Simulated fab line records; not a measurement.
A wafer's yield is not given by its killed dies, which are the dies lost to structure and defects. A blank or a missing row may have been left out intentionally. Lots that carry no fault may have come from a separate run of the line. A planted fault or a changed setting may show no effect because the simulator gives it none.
Comparing a struck lot with a sound one / flow sky130 / 36 out of 708 route steps
Sound: these wafers, L456.1, L456.3, L456.5. Wafers struck: L441.1, L441.2, L441.5. At the end, the cause is stated.
Each step with rows lists, per side, the tool, then ch with its chambers, then its first start. Under that, the readings that differ: sound wafers / struck wafers / difference of the means / sigmas: that difference in standard deviations of wafers without a fault.
alike: readings with means less than 2 such deviations apart, plus words and numbers identical on both sides. not compared: withheld readings, readings lacking a value on some wafer, bounds such as >300 that could conceal the same value, and numbers that have no deviation in the record and whose values overlap.
The two part at a step that has a row with sigmas, a row that says differs or no value, or rows on one side only. When numbers do not overlap yet have no deviation, they are printed without sigmas and do not part them. A reading that every wafer of one side lacks parts them only if that side has two wafers or more.

first, 10 steps without rows for these wafers: SKY_GATE_OXIDE_COAT_05 (resist thk 1140 nm); SKY_GATE_OXIDE_SOFTBAKE_06 (time 60 s); SKY_GATE_OXIDE_EXPOSE_07 (exposes mask LVOM, target cd 600 nm); SKY_GATE_OXIDE_PEB_08; SKY_GATE_OXIDE_DEVELOP_09 (develop time 60 s); SKY_GATE_OXIDE_IMPLANT_11; SKY_GATE_OXIDE_WET_ETCH_12 (etches SiO2 in dHF, target depth 16.8 nm, time 319.8 s); SKY_GATE_OXIDE_STRIP_13 (strips in O2/N2); SKY_GATE_OXIDE_CLEAN_15 (cleans in SC1/SC2, time 150 s); SKY_GATE_OXIDE_OXIDATION_16 (stabilise 600 s, purge 300 s, target thk 3.57 nm).
SKY_POLY_GATE_CVD_00: deposits poly-Si, target thk 180 nm, time 720 s.
  sound on lpcvd-01 ch 1, day 21 15:46; struck on lpcvd-01 ch 1, day 16 00:41
reading=spikeTcBottomC (C); sound=638.3 641.2 640.0; struck=634.6 634.3 634.1; difference=-5.5; sigmas=-4
reading=spikeTcCentreC (C); sound=620.9 624.7 620.4; struck=616.9 617.1 615.8; difference=-5.4; sigmas=-5
reading=spikeTcLowerC (C); sound=620.7 621.8 621.0; struck=616.4 614.7 613.6; difference=-6.3; sigmas=-5
reading=spikeTcUpperC (C); sound=620.6 621.4 622.7; struck=615.8 613.3 615.5; difference=-6.7; sigmas=-5
reading=susceptorTempC (C); sound=620.12 620.27 619.65; struck=614.15 614.38 614.21; difference=-5.77; sigmas=-20
reading=model.poly-Si_of_POLY_GATE_CVD_00.thkNm (nm); sound=177.9 177.3 177.5; struck=152.2 153.4 153.9; difference=-24.4; sigmas=
  alike: zonePowerCentrePct, zonePowerTopPct
SKY_POLY_GATE_THK_MEAS_01:
  sound on filmMetro-03, day 21 17:37; struck on filmMetro-02, day 16 01:53
reading=POLY_GATE_CVD_00_THK (nm); sound=177.7 177.3 177.3; struck=152.2 153.5 153.9; difference=-24.2; sigmas=-15
then, 9 steps without rows for these wafers: SKY_RES_PROTECT_DEHYDRATE_00 (time 60 s); SKY_RES_PROTECT_HMDS_01 (prime time 60 s); SKY_RES_PROTECT_COAT_02 (resist thk 1140 nm); SKY_RES_PROTECT_SOFTBAKE_03 (time 60 s); SKY_RES_PROTECT_EXPOSE_04 (exposes mask RPM, target cd 1270 nm); SKY_RES_PROTECT_PEB_05; SKY_RES_PROTECT_DEVELOP_06 (develop time 60 s); SKY_POLY_GATE_IMPLANT_02; SKY_RES_PROTECT_STRIP_07 (strips in O2/N2).
SKY_RES_PROTECT_CLEAN_09: cleans in SC1/SC2, time 150 s.
  sound on wetBench-02 ch 3, day 23 01:40; struck on wetBench-04 ch 1, day 17 07:08
reading=model.poly-Si_of_POLY_GATE_CVD_00.thkNm (nm); sound=177.2 176.7 176.8; struck=151.6 152.8 153.3; difference=-24.3; sigmas=
then, 11 steps without rows for these wafers: SKY_POLY_GATE_CVD_03 (deposits Si3N4 from DCS/NH3, target thk 75 nm, time 1290 s); SKY_POLY_GATE_DEHYDRATE_05 (time 60 s); SKY_POLY_GATE_HMDS_06 (prime time 60 s); SKY_POLY_GATE_COAT_07 (resist thk 110 nm); SKY_POLY_GATE_COAT_08 (resist thk 450 nm); SKY_POLY_GATE_SOFTBAKE_09 (time 90 s); SKY_POLY_GATE_EXPOSE_10 (exposes mask P1M, target cd 150 nm); SKY_POLY_GATE_PEB_11; SKY_POLY_GATE_DEVELOP_12 (develop time 60 s); SKY_POLY_GATE_ETCH_15 (etches BARC in N2/H2, stops on SiO2, time 118.5 s, target depth 110 nm); SKY_POLY_GATE_ETCH_16 (etches Si3N4 in CH3F/O2, stops on poly-Si, time 147.5 s, target depth 75 nm).
SKY_POLY_GATE_ETCH_17: etches poly-Si in HBr/Cl2, stops on SiO2, target depth 180 nm, time 70.5 s.
  sound on rieSi-01 ch 0,1,3, day 24 10:01; struck on rieSi-02 ch 0,1,2, day 18 15:07
reading=oesProductAu (a.u.); sound=0.972 0.981 0.977; struck=0.874 0.888 0.890; difference=-0.093; sigmas=-10
reading=model.POLY_GATE.featureDepthNm (nm); sound=175.2 176.7 176.8; struck=151.6 152.8 153.3; difference=-23.7; sigmas=
reading=model.etch.depthNm (nm); sound=175.2 176.7 176.8; struck=151.6 152.8 153.3; difference=-23.7; sigmas=
  alike: chamberPressureMTorr, drypumpMotorCurrentA, throttleValvePct
  not compared: rfHoursCounterH
then, 1 step without rows for these wafers: SKY_POLY_GATE_STRIP_18 (strips in O2/N2).
-- a jump in the record: the struck wafers' starts before and after are 29 days apart (it breaks off in module POLY_GATE and resumes in module PAD_OPEN, where the first step shown is number 708 of the route) --
SKY_PAD_OPEN_PROBE_99:
  sound on prober-01, day 50 22:17; struck on prober-02, day 47 10:41
reading=model.etest.resHighPo.lineOhmUm; sound=761.2 749.4 741.3; struck=882.4 885.1 869.9; difference=+128.5; sigmas=
reading=model.etest.resPoly.lineOhmUm; sound=514.5 505.2 504.8; struck=606.2 608.4 603; difference=+97.7; sigmas=
reading=model.etest.resHighPo.rsOhmSq; sound=266.2 263.2 262.4; struck=307.3 310.4 307.2; difference=+44.4; sigmas=
reading=model.etest.resPoly.rsOhmSq; sound=48.8 48.55 48.3; struck=57.36 57.48 56.31; difference=+8.50; sigmas=
reading=model.etest.capLiToPoly.cAfUm2; sound=93.81 93.89 89.13; struck=86.5 85.48 85.27; difference=-6.5; sigmas=
  alike: killed_at_M0_to_M3, killed_at_M4_up, killedAtContacts, killedAtFrontEnd, killedAtOther, killedDies, killedOpen, killedShort

## WHERE THEY PART
Last at SKY_POLY_GATE_ETCH_17 as far as this record goes, first at SKY_POLY_GATE_CVD_00. Later steps at which nothing parts them and some readings are alike: SKY_PAD_OPEN_PROBE_99.

WHY: what the simulator had put in
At SKY_POLY_GATE_CVD_00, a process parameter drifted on lpcvd-01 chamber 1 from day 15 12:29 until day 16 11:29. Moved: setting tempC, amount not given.
